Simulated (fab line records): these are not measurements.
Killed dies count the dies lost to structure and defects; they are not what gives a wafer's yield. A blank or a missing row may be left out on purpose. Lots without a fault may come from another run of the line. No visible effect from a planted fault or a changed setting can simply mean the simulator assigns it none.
fab line records + flow sky130
record:
- lots: 6
- wafers: 18
- last_day: 50
route steps=708 shown VT_ADJUST_PCH@153 SONOS_TUNNEL@154 PAD_OPEN@708
lots untouched by any fault: they come from a run of this same line in which no faults occurred
start_h: start of the lot's first displayed wafer, in hours after the record's first day + wait_h: time in hours since the lot's previous step + " repeats the value in the row above + L1.1+2: one row covering several wafers at once + - no value present, or no start provided + * or withheld: withheld + < > ~ a bound
route shown NAME@n: a module of which the file shows steps, and the number in the route of the first + usual: average and standard deviation across the fault-free wafers + same: alike in all rows + chamber/n: place in a boat + sites: per-site readings + _std_site: the standard deviation of these + _edge_site: inner sites' mean taken away from outer sites' mean + radius_mm: for every site, how far away it sits from the centre of the wafer + mask NAME#n: copy n + behind: the last tool/chamber to shape the wafer + hold: what put the lot on hold/how long, in hours/how the hold closed + device: the transistor (n, p or np) that didn't switch + end of line: tests run on the same wafers once the route is complete + for a step that has no rows: nothing shown but its recipe + killed: the dies lost at the first sort to structure and to defects; this is not the yield of the wafer + map: a wafer's dies, x killed, . not, _ none there
set.NAME: the setting that was run; set.NAME@STEP: the one run at that earlier step + model.NAME: the simulator's own value behind a step, which no gauge read
a table for each step, a row for each wafer; lots at some steps of the route
services: when a tool's chamber went out of use (start_h, in hours from the record's first day, below 0 if earlier), for how many hours, and the reason
== steps ==
step: SKY_VT_ADJUST_PCH_TW_MEAS_10
usual:
- VT_ADJUST_PCH_TW: 143.4/0.78
| lot.wafer | tool          | chamber | start_h | wait_h | VT_ADJUST_PCH_TW |
|-----------|---------------|---------|---------|--------|------------------|
| L276.2    | film_metro-04 | -       | 298.83  | 0.1    | 144.2            |
| L276.3    | "             | -       | "       | "      | 145.0            |
| L276.4    | "             | -       | "       | "      | 144.4            |
| L278.1    | film_metro-02 | -       | 304.82  | 0.1    | 143.6            |
| L278.2    | "             | -       | "       | "      | 143.5            |
| L278.6    | "             | -       | "       | "      | 143.0            |
| L280.2    | film_metro-02 | -       | 322.87  | 0.1    | 143.6            |
| L280.3    | "             | -       | "       | "      | 143.9            |
| L280.4    | "             | -       | "       | "      | 144.3            |
| L282.1    | film_metro-02 | -       | 328.51  | 0.1    | 144.7            |
| L282.4    | "             | -       | "       | "      | 143.2            |
| L282.5    | "             | -       | "       | "      | 144.1            |
| L283.2    | film_metro-02 | -       | 332.73  | 0.1    | 144.0            |
| L283.5    | "             | -       | "       | "      | 144.0            |
| L283.6    | "             | -       | "       | "      | 143.2            |
| L292.4    | film_metro-02 | -       | 400.31  | 0.1    | 143.3            |
| L292.5    | "             | -       | "       | "      | 143.7            |
| L292.6    | "             | -       | "       | "      | 143.9            |
step: SKY_SONOS_TUNNEL_DEHYDRATE_00
recipe:
- temp_c: 200
- time_s: 60
step: SKY_SONOS_TUNNEL_HMDS_01
recipe:
- prime_time_s: 60
- prime_temp_c: 120
step: SKY_SONOS_TUNNEL_COAT_02
recipe:
- resist: NOVOLAK
- spin_rpm: 3000
- resist_thk_nm: 1140
step: SKY_SONOS_TUNNEL_SOFTBAKE_03
recipe:
- temp_c: 90
- time_s: 60
- resist: NOVOLAK
step: SKY_SONOS_TUNNEL_EXPOSE_04
recipe:
- mask_id: TUNM
- na: 0.6
- source_shape: conventional
- sigma_outer: 0.6
- polarization: unpolarized
- target_cd_nm: 410
- dose_mj: 136
step: SKY_SONOS_TUNNEL_PEB_05
recipe:
- temp_c: withheld
- time_s: *
- resist: NOVOLAK
step: SKY_SONOS_TUNNEL_DEVELOP_06
recipe:
- resist: NOVOLAK
- developer: TMAH
- develop_time_s: 60
- dev_temp_c: 23
step: SKY_SONOS_TUNNEL_CD_MEAS_07
recipe:
- target_cd_nm: 410
usual:
- cd_nm: 409.2/2
| lot.wafer | tool      | chamber | start_h | wait_h | cd_nm |
|-----------|-----------|---------|---------|--------|-------|
| L276.2    | cd_sem-02 | -       | 324.64  | 0.1    | 407.0 |
| L276.3    | "         | -       | "       | "      | 408.3 |
| L276.4    | "         | -       | "       | "      | 408.0 |
| L278.1    | cd_sem-02 | -       | 330.76  | 0.1    | 408.0 |
| L278.2    | "         | -       | "       | "      | 409.2 |
| L278.6    | "         | -       | "       | "      | 408.9 |
| L280.2    | cd_sem-02 | -       | 349.87  | 0.1    | 408.4 |
| L280.3    | "         | -       | "       | "      | 410.3 |
| L280.4    | "         | -       | "       | "      | 410.2 |
| L282.1    | cd_sem-01 | -       | 355.00  | 0.1    | 410.7 |
| L282.4    | "         | -       | "       | "      | 409.0 |
| L282.5    | "         | -       | "       | "      | 409.9 |
| L283.2    | cd_sem-02 | -       | 359.73  | 0.1    | 407.9 |
| L283.5    | "         | -       | "       | "      | 408.1 |
| L283.6    | "         | -       | "       | "      | 406.6 |
| L292.4    | cd_sem-02 | -       | 429.88  | 0.1    | 411.3 |
| L292.5    | "         | -       | "       | "      | 409.3 |
| L292.6    | "         | -       | "       | "      | 410.5 |
step: SKY_SONOS_TUNNEL_OVL_MEAS_08
usual:
- SONOS_TUNNEL_OVL: 2.1/1.6
| lot.wafer | tool       | chamber | start_h | wait_h | SONOS_TUNNEL_OVL[nm] |
|-----------|------------|---------|---------|--------|----------------------|
| L276.2    | overlay-02 | -       | 324.75  | 0.1    | 1.9                  |
| L276.3    | "          | -       | "       | "      | 2.8                  |
| L276.4    | "          | -       | "       | "      | 2.7                  |
| L278.1    | overlay-01 | -       | 330.88  | 0.1    | 2.0                  |
| L278.2    | "          | -       | "       | "      | 2.7                  |
| L278.6    | "          | -       | "       | "      | 2.7                  |
| L280.2    | overlay-01 | -       | 349.97  | 0.1    | 4.4                  |
| L280.3    | "          | -       | "       | "      | 1.3                  |
| L280.4    | "          | -       | "       | "      | 1.2                  |
| L282.1    | overlay-01 | -       | 355.12  | 0.1    | 0.8                  |
| L282.4    | "          | -       | "       | "      | -0.2                 |
| L282.5    | "          | -       | "       | "      | 0.0                  |
| L283.2    | overlay-02 | -       | 359.84  | 0.1    | 0.2                  |
| L283.5    | "          | -       | "       | "      | 1.5                  |
| L283.6    | "          | -       | "       | "      | 0.3                  |
| L292.4    | overlay-02 | -       | 429.96  | 0.1    | 3.4                  |
| L292.5    | "          | -       | "       | "      | 4.3                  |
| L292.6    | "          | -       | "       | "      | 4.6                  |
step: SKY_SONOS_TUNNEL_IMPLANT_09
recipe:
- species: B
- energy_kev: 20
- dose_cm2: 9.842e+11
- tilt_deg: withheld
step: SKY_SONOS_TUNNEL_WET_ETCH_10
recipe:
- chemistry: dHF
- target_depth_nm: 14
- target: SiO2
- dilution: 100:1
- temp_c: 25
- time_s: 280
step: SKY_SONOS_TUNNEL_STRIP_11
recipe:
- chemistry: SPM
- time_s: 600
- temp_c: 130
usual:
- bath_guard_temp_C: 129.8/0.66
- bath_heat_duty_pct: 14.6/1.7
- time_s: 600/0
| lot.wafer | tool         | chamber | start_h | wait_h | bath_guard_temp_C | bath_heat_duty_pct | time_s | model.NOVOLAK_of_SONOS_TUNNEL_COAT_02.thk_nm |
|-----------|--------------|---------|---------|--------|-------------------|--------------------|--------|----------------------------------------------|
| L276.2    | wet_bench-02 | 1       | 325.01  | 0.0    | 130.6             | 16.7               | 600    | 0                                            |
| L276.3    | "            | 1       | "       | "      | 130.6             | 16.4               | 600    | 0                                            |
| L276.4    | "            | 1       | "       | "      | 130.5             | 14.3               | 600    | 0                                            |
| L278.1    | wet_bench-03 | 1       | 331.15  | 0.0    | 129.4             | 12.2               | 600    | 0                                            |
| L278.2    | "            | 1       | "       | "      | 129.5             | 13.2               | 600    | 0                                            |
| L278.6    | "            | 1       | "       | "      | 129.4             | 14.0               | 600    | 0                                            |
| L280.2    | wet_bench-03 | 1       | 350.24  | 0.0    | -                 | -                  | -      | 1146                                         |
| L280.3    | "            | 1       | "       | "      | -                 | -                  | -      | 1142                                         |
| L280.4    | "            | 1       | "       | "      | -                 | -                  | -      | 1146                                         |
| L282.1    | wet_bench-03 | 0       | 355.47  | 0.0    | -                 | -                  | -      | 1137                                         |
| L282.4    | "            | 0       | "       | "      | -                 | -                  | -      | 1139                                         |
| L282.5    | "            | 0       | "       | "      | -                 | -                  | -      | 1142                                         |
| L283.2    | wet_bench-01 | 2       | 360.10  | 0.0    | 130.2             | 13.9               | 600    | 0                                            |
| L283.5    | "            | 2       | "       | "      | 129.6             | 12.2               | 600    | 0                                            |
| L283.6    | "            | 2       | "       | "      | 130.1             | 13.1               | 600    | 0                                            |
| L292.4    | wet_bench-02 | 2       | 430.21  | 0.0    | 130.3             | 13.8               | 600    | 0                                            |
| L292.5    | "            | 2       | "       | "      | 130.4             | 12.9               | 600    | 0                                            |
| L292.6    | "            | 2       | "       | "      | 130.4             | 13.2               | 600    | 0                                            |
step: SKY_SONOS_TUNNEL_TW_MEAS_12
usual:
- SONOS_TUNNEL_TW: 197.2/1
| lot.wafer | tool          | chamber | start_h | wait_h | SONOS_TUNNEL_TW |
|-----------|---------------|---------|---------|--------|-----------------|
| L276.2    | film_metro-01 | -       | 325.20  | 0.0    | 197.8           |
| L276.3    | "             | -       | "       | "      | 196.1           |
| L276.4    | "             | -       | "       | "      | 197.0           |
| L278.1    | film_metro-02 | -       | 331.35  | 0.0    | 198.2           |
| L278.2    | "             | -       | "       | "      | 197.0           |
| L278.6    | "             | -       | "       | "      | 198.4           |
| L280.2    | film_metro-03 | -       | 350.44  | 0.0    | 196.7           |
| L280.3    | "             | -       | "       | "      | 195.9           |
| L280.4    | "             | -       | "       | "      | 195.8           |
| L282.1    | film_metro-02 | -       | 355.65  | 0.0    | 197.9           |
| L282.4    | "             | -       | "       | "      | 198.0           |
| L282.5    | "             | -       | "       | "      | 198.3           |
| L283.2    | film_metro-01 | -       | 360.46  | 0.0    | 197.2           |
| L283.5    | "             | -       | "       | "      | 196.4           |
| L283.6    | "             | -       | "       | "      | 197.4           |
| L292.4    | film_metro-01 | -       | 430.43  | 0.0    | 195.3           |
| L292.5    | "             | -       | "       | "      | 196.5           |
| L292.6    | "             | -       | "       | "      | 196.9           |
step: SKY_PAD_OPEN_PROBE_99
usual:
- killed_at_M0_to_M3: 44/7.2
- killed_at_M4_up: 3.2/1.8
- killed_at_contacts: 24/5.4
- killed_at_front_end: 15/4
- killed_at_other: 0.3/0.56
- killed_dies: 87/9.2
- killed_on_rim: 17/4
- killed_open: 47/7.3
- killed_short: 39/5.7
same:
- gross_dies: 492
- killed_at_back_side: 0
| lot.wafer | tool      | chamber | start_h | wait_h | killed_at_M0_to_M3 | killed_at_M4_up | killed_at_contacts | killed_at_front_end | killed_at_other | killed_dies | killed_on_rim | killed_open | killed_short |
|-----------|-----------|---------|---------|--------|--------------------|-----------------|--------------------|---------------------|-----------------|-------------|---------------|-------------|--------------|
| L276.2    | prober-01 | -       | 1132.08 | 0.1    | 42                 | 2               | 16                 | 19                  | 0               | 79          | 11            | 46          | 33           |
| L276.3    | prober-01 | -       | 1132.13 | 0.2    | 48                 | 4               | 26                 | 13                  | 0               | 91          | 22            | 54          | 37           |
| L276.4    | prober-01 | -       | 1132.18 | 0.2    | 37                 | 6               | 35                 | 16                  | 1               | 95          | 18            | 52          | 43           |
| L278.1    | prober-02 | -       | 1139.66 | 0.1    | 51                 | 2               | 27                 | 15                  | 0               | 95          | 17            | 57          | 38           |
| L278.2    | prober-02 | -       | 1139.71 | 0.1    | 44                 | 3               | 18                 | 20                  | 1               | 86          | 18            | 44          | 42           |
| L278.6    | prober-02 | -       | 1139.91 | 0.2    | 45                 | 5               | 39                 | 16                  | 0               | 105         | 22            | 55          | 50           |
| L280.2    | prober-02 | -       | 1152.21 | 0.1    | 49                 | 3               | 19                 | 421                 | 0               | 492         | 96            | 45          | 47           |
| L280.3    | prober-02 | -       | 1152.26 | 0.2    | 45                 | 5               | 17                 | 425                 | 0               | 492         | 96            | 38          | 43           |
| L280.4    | prober-02 | -       | 1152.31 | 0.2    | 49                 | 4               | 14                 | 425                 | 0               | 492         | 96            | 39          | 42           |
| L282.1    | prober-01 | -       | 1152.51 | 0.1    | 37                 | 3               | 17                 | 435                 | 0               | 492         | 96            | 40          | 28           |
| L282.4    | prober-01 | -       | 1152.66 | 0.2    | 34                 | 0               | 23                 | 435                 | 0               | 492         | 96            | 35          | 36           |
| L282.5    | prober-01 | -       | 1152.71 | 0.2    | 54                 | 2               | 27                 | 409                 | 0               | 492         | 96            | 55          | 41           |
| L283.2    | prober-02 | -       | 1158.62 | 0.1    | 44                 | 5               | 22                 | 20                  | 0               | 91          | 20            | 50          | 40           |
| L283.5    | prober-02 | -       | 1158.77 | 0.2    | 41                 | 4               | 35                 | 20                  | 0               | 100         | 23            | 53          | 45           |
| L283.6    | prober-02 | -       | 1158.82 | 0.2    | 37                 | 1               | 26                 | 17                  | 0               | 81          | 14            | 41          | 38           |
| L292.4    | prober-01 | -       | 1196.38 | 0.2    | 57                 | 2               | 25                 | 11                  | 1               | 96          | 23            | 43          | 51           |
| L292.5    | prober-01 | -       | 1196.43 | 0.2    | 44                 | 3               | 23                 | 19                  | 0               | 89          | 13            | 51          | 36           |
| L292.6    | prober-01 | -       | 1196.48 | 0.2    | 54                 | 1               | 13                 | 17                  | 0               | 85          | 20            | 42          | 41           |
killed by level:class
L276.2 FIELD_ISO:geometric_particle:open=7 VIA1:geometric_particle:open=7 CONTACT:geometric_particle:open=7 VIA2:geometric_particle:open=7 METAL2:geometric_particle:short=6 METAL1:geometric_particle:short=5 VIA1:geometric_particle:short=5 METAL3:geometric_particle:short=4
L276.3 CONTACT:geometric_particle:open=14 VIA1:geometric_particle:open=14 VIA1:geometric_particle:short=8 LI_CONTACT:geometric_particle:open=5 VIA2:geometric_particle:open=5 METAL2:geometric_particle:short=5 METAL1:geometric_particle:open=4 FIELD_ISO:geometric_particle:short=3
L276.4 CONTACT:geometric_particle:open=11 VIA1:geometric_particle:open=8 LI_CONTACT:geometric_particle:open=7 LOCAL_INTERCONNECT:geometric_particle:short=7 POLY_GATE:geometric_particle:open=6 METAL1:geometric_particle:short=5 VIA3:geometric_particle:open=5 METAL2:geometric_particle:short=5
L278.1 CONTACT:geometric_particle:open=12 VIA1:geometric_particle:open=11 VIA2:geometric_particle:open=10 METAL2:geometric_particle:short=8 FIELD_ISO:geometric_particle:open=7 CONTACT:geometric_particle:short=6 METAL1:geometric_particle:short=5 LOCAL_INTERCONNECT:geometric_particle:short=4
L278.2 VIA1:geometric_particle:open=13 CONTACT:geometric_particle:open=8 VIA3:geometric_particle:open=8 FIELD_ISO:geometric_particle:short=7 VIA2:geometric_particle:open=6 POLY_GATE:geometric_particle:short=4 POLY_GATE:geometric_particle:open=4 CONTACT:geometric_particle:short=4
L278.6 CONTACT:geometric_particle:open=13 LOCAL_INTERCONNECT:geometric_particle:short=9 VIA1:geometric_particle:open=9 VIA1:geometric_particle:short=8 LI_CONTACT:geometric_particle:open=8 CONTACT:geometric_particle:short=7 FIELD_ISO:geometric_particle:open=6 METAL2:geometric_particle:short=4
L280.2 SONOS_ONO:area_oxidation=399 VIA1:geometric_particle:open=11 METAL2:geometric_particle:short=7 LI_CONTACT:geometric_particle:open=6 METAL1:geometric_particle:short=6 FIELD_ISO:geometric_particle:short=5 POLY_GATE:geometric_particle:short=5 POLY_GATE:geometric_particle:open=5
L280.3 SONOS_ONO:area_oxidation=411 METAL1:geometric_particle:short=9 VIA1:geometric_particle:open=8 VIA2:geometric_particle:open=8 METAL2:geometric_particle:short=7 CONTACT:geometric_particle:open=6 VIA3:geometric_particle:open=5 POLY_GATE:geometric_particle:short=4
L280.4 SONOS_ONO:area_oxidation=410 VIA1:geometric_particle:open=9 VIA3:geometric_particle:open=9 FIELD_ISO:geometric_particle:short=7 VIA2:geometric_particle:open=7 VIA1:geometric_particle:short=6 CONTACT:geometric_particle:open=6 METAL2:geometric_particle:short=5
L282.1 SONOS_ONO:area_oxidation=423 VIA1:geometric_particle:open=12 CONTACT:geometric_particle:short=5 VIA2:geometric_particle:open=5 LI_CONTACT:geometric_particle:open=4 LOCAL_INTERCONNECT:geometric_particle:short=4 CONTACT:geometric_particle:open=4 METAL2:geometric_particle:short=4
L282.4 SONOS_ONO:area_oxidation=421 VIA1:geometric_particle:open=8 CONTACT:geometric_particle:open=7 FIELD_ISO:geometric_particle:short=6 LI_CONTACT:geometric_particle:open=6 LOCAL_INTERCONNECT:geometric_particle:short=5 METAL2:geometric_particle:short=5 VIA3:geometric_particle:open=5
L282.5 SONOS_ONO:area_oxidation=396 VIA1:geometric_particle:open=12 CONTACT:geometric_particle:short=8 VIA3:geometric_particle:open=8 CONTACT:geometric_particle:open=8 VIA2:geometric_particle:open=8 METAL1:geometric_particle:short=7 VIA1:geometric_particle:short=6
L283.2 VIA1:geometric_particle:open=14 VIA2:geometric_particle:open=8 LI_CONTACT:geometric_particle:open=6 FIELD_ISO:geometric_particle:open=5 CONTACT:geometric_particle:open=5 METAL1:geometric_particle:short=5 VIA1:geometric_particle:short=5 FIELD_ISO:geometric_particle:short=4
L283.5 LI_CONTACT:geometric_particle:open=11 VIA1:geometric_particle:open=11 CONTACT:geometric_particle:open=9 CONTACT:geometric_particle:short=8 METAL1:geometric_particle:short=6 VIA3:geometric_particle:short=6 FIELD_ISO:geometric_particle:short=5 POLY_GATE:geometric_particle:open=5
L283.6 LI_CONTACT:geometric_particle:open=9 VIA1:geometric_particle:open=9 POLY_GATE:geometric_particle:short=8 CONTACT:geometric_particle:short=6 CONTACT:geometric_particle:open=6 METAL2:geometric_particle:short=5 VIA2:geometric_particle:open=5 VIA3:geometric_particle:short=4
L292.4 METAL1:geometric_particle:short=16 VIA1:geometric_particle:open=12 CONTACT:geometric_particle:open=9 LI_CONTACT:geometric_particle:open=7 VIA3:geometric_particle:open=7 CONTACT:geometric_particle:short=6 METAL2:geometric_particle:short=6 VIA3:geometric_particle:short=6
L292.5 VIA3:geometric_particle:open=13 VIA1:geometric_particle:open=8 FIELD_ISO:geometric_particle:open=6 CONTACT:geometric_particle:open=6 LI_CONTACT:geometric_particle:open=6 CONTACT:geometric_particle:short=6 METAL2:geometric_particle:short=5 VIA3:geometric_particle:short=5
L292.6 VIA1:geometric_particle:open=10 VIA3:geometric_particle:open=10 METAL2:geometric_particle:short=7 VIA1:geometric_particle:short=7 CONTACT:geometric_particle:open=6 METAL1:geometric_particle:short=5 FIELD_ISO:geometric_particle:short=4 CONTACT:geometric_particle:short=4
map L280.2 (x killed, . not)
__________xxxxxxxxxx_________
________xxxxxxxxxxxxxx_______
______xxxxxxxxxxxxxxxxxx_____
_____xxxxxxxxxxxxxxxxxxxx____
____xxxxxxxxxxxxxxxxxxxxxx___
___xxxxxxxxxxxxxxxxxxxxxxxx__
__xxxxxxxxxxxxxxxxxxxxxxxxxx_
_xxxxxxxxxxxxxxxxxxxxxxxxxxxx
_xxxxxxxxxxxxxxxxxxxxxxxxxxxx
_xxxxxxxxxxxxxxxxxxxxxxxxxxxx
_xxxxxxxxxxxxxxxxxxxxxxxxxxxx
_xxxxxxxxxxxxxxxxxxxxxxxxxxxx
_xxxxxxxxxxxxxxxxxxxxxxxxxxxx
_xxxxxxxxxxxxxxxxxxxxxxxxxxxx
_xxxxxxxxxxxxxxxxxxxxxxxxxxxx
__xxxxxxxxxxxxxxxxxxxxxxxxxx_
___xxxxxxxxxxxxxxxxxxxxxxxx__
____xxxxxxxxxxxxxxxxxxxxxx___
_____xxxxxxxxxxxxxxxxxxxx____
______xxxxxxxxxxxxxxxxxx_____
________xxxxxxxxxxxxxx_______
__________xxxxxxxxxx_________
map L282.1 (x killed, . not)
__________xxxxxxxxxx_________
________xxxxxxxxxxxxxx_______
______xxxxxxxxxxxxxxxxxx_____
_____xxxxxxxxxxxxxxxxxxxx____
____xxxxxxxxxxxxxxxxxxxxxx___
___xxxxxxxxxxxxxxxxxxxxxxxx__
__xxxxxxxxxxxxxxxxxxxxxxxxxx_
_xxxxxxxxxxxxxxxxxxxxxxxxxxxx
_xxxxxxxxxxxxxxxxxxxxxxxxxxxx
_xxxxxxxxxxxxxxxxxxxxxxxxxxxx
_xxxxxxxxxxxxxxxxxxxxxxxxxxxx
_xxxxxxxxxxxxxxxxxxxxxxxxxxxx
_xxxxxxxxxxxxxxxxxxxxxxxxxxxx
_xxxxxxxxxxxxxxxxxxxxxxxxxxxx
_xxxxxxxxxxxxxxxxxxxxxxxxxxxx
__xxxxxxxxxxxxxxxxxxxxxxxxxx_
___xxxxxxxxxxxxxxxxxxxxxxxx__
____xxxxxxxxxxxxxxxxxxxxxx___
_____xxxxxxxxxxxxxxxxxxxx____
______xxxxxxxxxxxxxxxxxx_____
________xxxxxxxxxxxxxx_______
__________xxxxxxxxxx_________
== services ==
| tool         | chamber | start_h | hours | kind   |
|--------------|---------|---------|-------|--------|
| wet_bench-03 | -       | 418.17  | 4.1   | repair |
== key ==
first_sign:
- step: SKY_SONOS_TUNNEL_STRIP_11
- reading: tool_record
- direction: missing
effect:
- step: SKY_PAD_OPEN_PROBE_99
- reading: killed_at_front_end
- direction: up
- sigmas: 99+
- usual: 15
- struck: 425
model_effect:
- step: SKY_SONOS_TUNNEL_STRIP_11
- value: NOVOLAK_of_SONOS_TUNNEL_COAT_02.thk_nm
- without: 0
- struck: 1142
more_kills_born_at:
- SKY_SONOS_ONO_OXIDATION_00@furnace-01: 1240
- SKY_SONOS_ONO_OXIDATION_00@furnace-02: 1220
met_at SKY_SONOS_TUNNEL_STRIP_11
struck_wafers L280.2,L280.3,L280.4,L282.1,L282.4,L282.5
later_rows_left_out L280.2,L280.3,L280.4,L282.1,L282.4,L282.5
tester_left_out L280,L282
onset_between 331.15 350.24
fault:
- kind: skipped_step_whole
- tool: wet_bench-03
- chamber: -
- onset_h: 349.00
- steps: SKY_SONOS_TUNNEL_STRIP_11
- scope: struck_lots_only
tester_left_out: of these lots the tester's yield and bins aren't shown, on N5 and GAA mostly nor the transistor test; their killed dies are dies lost to structure and defects alone, not to doping, threshold or leakage, so they don't give the yield
later_rows_left_out: the simulator's readings of these wafers behind a module that went badly wrong aren't trusted and aren't shown, but for the sort
